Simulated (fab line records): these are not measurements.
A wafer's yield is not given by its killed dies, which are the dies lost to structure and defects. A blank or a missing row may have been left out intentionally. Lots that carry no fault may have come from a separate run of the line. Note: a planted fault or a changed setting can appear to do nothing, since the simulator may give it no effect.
Comparing a struck lot with a sound one -- flow sky130 -- 17 out of 708 route steps
Sound: wafers L925.1, L925.2, L925.4. Struck: wafers L933.2, L933.3, L933.5. The cause is named last.
Per side, at each step with rows, come the tool, then ch with its chambers, and then its first start. Under that, the readings that differ: sound wafers -- struck wafers -- difference of the means -- sigmas: that difference in standard deviations of wafers without a fault.
alike: words and numbers the same on both sides, and readings whose means are apart by under 2 such deviations; not compared: readings that were withheld, readings missing a value for some wafer, numbers with overlapping values and no deviation given by the record, and bounds like >300 which may hide the same value.
A row with sigmas, a row that says differs or no value, or rows on one side alone: a step with any of these is where the two part. When numbers do not overlap yet have no deviation, they are printed without sigmas and do not part them. A reading that every wafer of one side lacks parts them only if that side has two wafers or more.

SKY_LDD_P_OVL_MEAS_08:
  sound: overlay-02 at day 22 12:16; struck: overlay-01 at day 24 14:22
reading,sound,struck,difference,sigmas
LDD_P_OVL (nm),3.1 0.3 2.1,-1.9 -1.4 -1.2,-3.3,-3
then, 1 step without rows for these wafers: SKY_LDD_P_IMPLANT_09.
SKY_LDD_P_STRIP_10: strips in O2/N2.
  sound on plasma-asher-04 ch 0,1, day 22 12:26; struck on plasma-asher-01 ch 0,1, day 24 14:32
  alike: drypump-motor-current-A, oes-product-au, strip-time-to-endpoint-s
  not compared: rf-hours-counter-h
SKY_LDD_P_TW_MEAS_11:
  sound: film-metro-02 at day 22 12:32; struck: film-metro-04 at day 24 14:39
  alike: LDD_P_TW
then, 7 steps without rows for these wafers: SKY_LDD_HVN_DEHYDRATE_00 (time 60 s); SKY_LDD_HVN_HMDS_01 (prime time 60 s); SKY_LDD_HVN_COAT_02 (resist thk 300 nm); SKY_LDD_HVN_SOFTBAKE_03 (time 60 s); SKY_LDD_HVN_EXPOSE_04 (exposes mask HVNTM, target cd 700 nm); SKY_LDD_HVN_PEB_05; SKY_LDD_HVN_DEVELOP_06 (develop time 60 s).
SKY_LDD_HVN_OVL_MEAS_07:
  sound: overlay-02 at day 23 18:52; struck: overlay-02 at day 25 19:35
  alike: LDD_HVN_OVL
SKY_LDD_HVN_IMPLANT_08:
  sound on implanter-03 ch 0, day 23 18:55; struck on implanter-03 ch 0, day 25 19:38
reading,sound,struck,difference,sigmas
dose-ions-cm2,2.998e+13 3.004e+13 2.998e+13,1.856e+13 1.864e+13 1.859e+13,-1.140e+13,-99 or more
faraday-current-uA,171 166 169,108 106 105,-62,-18
  alike: end-station-pressure-torr
SKY_LDD_HVN_STRIP_09: strips in O2/N2.
  sound on plasma-asher-04 ch 0,1, day 23 19:04; struck on plasma-asher-02 ch 0,1, day 25 19:46
  alike: drypump-motor-current-A, oes-product-au, strip-time-to-endpoint-s
  not compared: rf-hours-counter-h
SKY_LDD_HVN_TW_MEAS_10:
  sound: film-metro-01 at day 23 19:10; struck: film-metro-01 at day 25 19:52
reading,sound,struck,difference,sigmas
LDD_HVN_TW,1459 1465 1450,1238 1237 1241,-219,-25
then, 1 step without rows for these wafers: SKY_LDD_HVP_DEHYDRATE_00 (time 60 s).
-- record jumps: 24 days separate the struck wafers' starts on either side; left off in module LDD_HVP, taken up again in module PAD_OPEN, whose first shown step is the route's number 708 --
SKY_PAD_OPEN_PROBE_99:
  sound: prober-01 at day 48 02:27; struck: prober-01 at day 49 12:41
reading,sound,struck,difference,sigmas
model.etest.tip_n_5v.rs-ohm-sq,1411 1392 1405,2039 2023 2036,+630,
model.etest.nfet-g5v0d10v5.r-on-ohm-um,1926 1924 1914,1978 2021 1995,+77,
model.etest.tip_n_5v.rs-ohm-sq-range,27.94 35.12 26.79,39.42 83.3 55.75,+29.54,
model.etest.nfet-g5v0d10v5.drive-ua-um,597 596.2 598.6,580.1 577.7 576.8,-19.1,
model.etest.nfet-g5v0d10v5.vt-sat-v (V),0.7802 0.7601 0.758,0.7919 0.7931 0.7922,+0.0263,
model.etest.nfet-g5v0d10v5.vt-v (V),0.8317 0.8151 0.8139,0.8318 0.8331 0.8318,+0.0120,
  alike: killed_at_M0_to_M3, killed_at_M4_up, killed-at-contacts, killed-at-front-end, killed-at-other, killed-dies, killed-open, killed-short
  not compared: model.etest.nfet_05v0_nvt.drive-ua-um

WHERE THEY PART
First at SKY_LDD_P_OVL_MEAS_08; last, within this record, at SKY_LDD_HVN_TW_MEAS_10. Later steps at which nothing parts them and some readings are alike: SKY_PAD_OPEN_PROBE_99.

WHY: what had been put in by the simulator
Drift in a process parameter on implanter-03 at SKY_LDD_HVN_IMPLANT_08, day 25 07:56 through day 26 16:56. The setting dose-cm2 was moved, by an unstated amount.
